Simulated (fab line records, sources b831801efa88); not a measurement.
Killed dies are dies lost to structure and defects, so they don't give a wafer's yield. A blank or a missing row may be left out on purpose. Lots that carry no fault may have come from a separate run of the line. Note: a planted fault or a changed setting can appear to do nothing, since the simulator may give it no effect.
Struck lot and sound lot, side by side :: flow sky130 :: 23 out of 708 route steps
Sound: wafers L423.4, L423.5, L423.6. Wafers struck: L428.1, L428.2, L428.6. The cause is given at the end.
Order at every step that has rows: each side's tool, ch and its chambers, its first start. Under that, the readings that differ: sound wafers :: struck wafers :: difference of the means :: sigmas: that difference in standard deviations of wafers without a fault.
alike: same words and numbers on both sides, and readings whose means sit less than 2 such deviations apart. not compared: any withheld reading, any reading some wafer has no value for, any bound like >300 that may hide the same value, and any number with overlapping values for which the record gives no deviation.
A row with sigmas, a row that says differs or no value, or rows on one side alone: a step with any of these is where the two part. When numbers do not overlap yet have no deviation, they are printed without sigmas and do not part them. A reading that every wafer of one side lacks parts them only if that side has two wafers or more.

first, 1 step without rows for these wafers: SKY_POLY_GATE_OXIDATION_20 (stabilise 600 s, purge 300 s, target thk 4 nm).
SKY_POLY_GATE_THK_MEAS_21:
  struck on filmMetro-03, day 19 04:12; sound on filmMetro-02, day 16 20:18
  alike: POLY_GATE_OXIDATION_THK
SKY_POLY_GATE_CD_MEAS_22:
  struck on cdSem-02, day 19 04:21; sound on cdSem-01, day 16 20:25
reading: cdNm (nm)
sound: 148.4 146.5 147.3
struck: 150.1 152.6 154.8
difference: +5.1
sigmas: +2
then, 7 steps without rows for these wafers: SKY_LDD_N_DEHYDRATE_00 (time 60 s); SKY_LDD_N_HMDS_01 (prime time 60 s); SKY_LDD_N_COAT_02 (resist thk 300 nm); SKY_LDD_N_SOFTBAKE_03 (time 60 s); SKY_LDD_N_EXPOSE_04 (exposes mask NTM, target cd 840 nm); SKY_LDD_N_PEB_05; SKY_LDD_N_DEVELOP_06 (develop time 60 s).
SKY_LDD_N_OVL_MEAS_07:
  struck on overlay-02, day 20 10:24; sound on overlay-01, day 18 01:52
reading: LDD_N_OVL (nm)
sound: 0.7 -0.1 0.8
struck: -2.7 -2.6 -2.1
difference: -2.9
sigmas: -2
after that, 1 step had no rows for these wafers: SKY_LDD_N_IMPLANT_08.
SKY_LDD_N_IMPLANT_09:
  sound on implanter-02 ch 0, day 18 02:07; struck on implanter-01 ch 0, day 20 10:54
then, 6 steps without rows for these wafers: SKY_LDD_N_IMPLANT_10; SKY_LDD_N_IMPLANT_11; SKY_LDD_N_IMPLANT_12; SKY_LDD_N_IMPLANT_13; SKY_LDD_N_IMPLANT_14; SKY_LDD_N_IMPLANT_15.
SKY_LDD_N_STRIP_16: strips in O2/N2.
  sound on plasmaAsher-04 ch 0,1, day 18 03:10; struck on plasmaAsher-01 ch 0,1, day 20 12:14
reading: stripTimeToEndpointS (s)
sound: 4.330 4.321 4.328
struck: 4.512 4.525 4.516
difference: +0.191
sigmas: +11
  alike: drypumpMotorCurrentA, n2FlowSccm, oesProductAu
  not compared: rfHoursCounterH
SKY_LDD_N_TW_MEAS_17:
  struck on filmMetro-03, day 20 12:20; sound on filmMetro-03, day 18 03:16
reading: LDD_N_TW
sound: 2586 2581 2584
struck: 2693 2705 2708
difference: +118
sigmas: +4
then, 1 step without rows for these wafers: SKY_LDD_P_DEHYDRATE_00 (time 60 s).
-- here the record skips 27 days between the struck wafers' starts before and after, leaving off in module LDD_P and picking up in module PAD_OPEN (first step shown: number 708 of the route) --
SKY_PAD_OPEN_PROBE_99:
  struck on prober-01, day 47 15:52; sound on prober-01, day 46 05:39
reading: model.etest.tipN.rsOhmSq
sound: 442.2 434.9 444
struck: 384.9 381.4 383.7
difference: -57.0
sigmas: 
  alike: killed_at_M0_to_M3, killed_at_M4_up, killedAtContacts, killedAtFrontEnd, killedAtOther, killedDies, killedOpen, killedShort
  not compared: model.etest.nfet_01v8_swapped.vtSatV

## WHERE THEY PART
Earliest at SKY_POLY_GATE_CD_MEAS_22; latest, in this record, at SKY_LDD_N_TW_MEAS_17. Later steps at which nothing parts them and some readings are alike: SKY_PAD_OPEN_PROBE_99.

WHY: the cause the simulator had injected
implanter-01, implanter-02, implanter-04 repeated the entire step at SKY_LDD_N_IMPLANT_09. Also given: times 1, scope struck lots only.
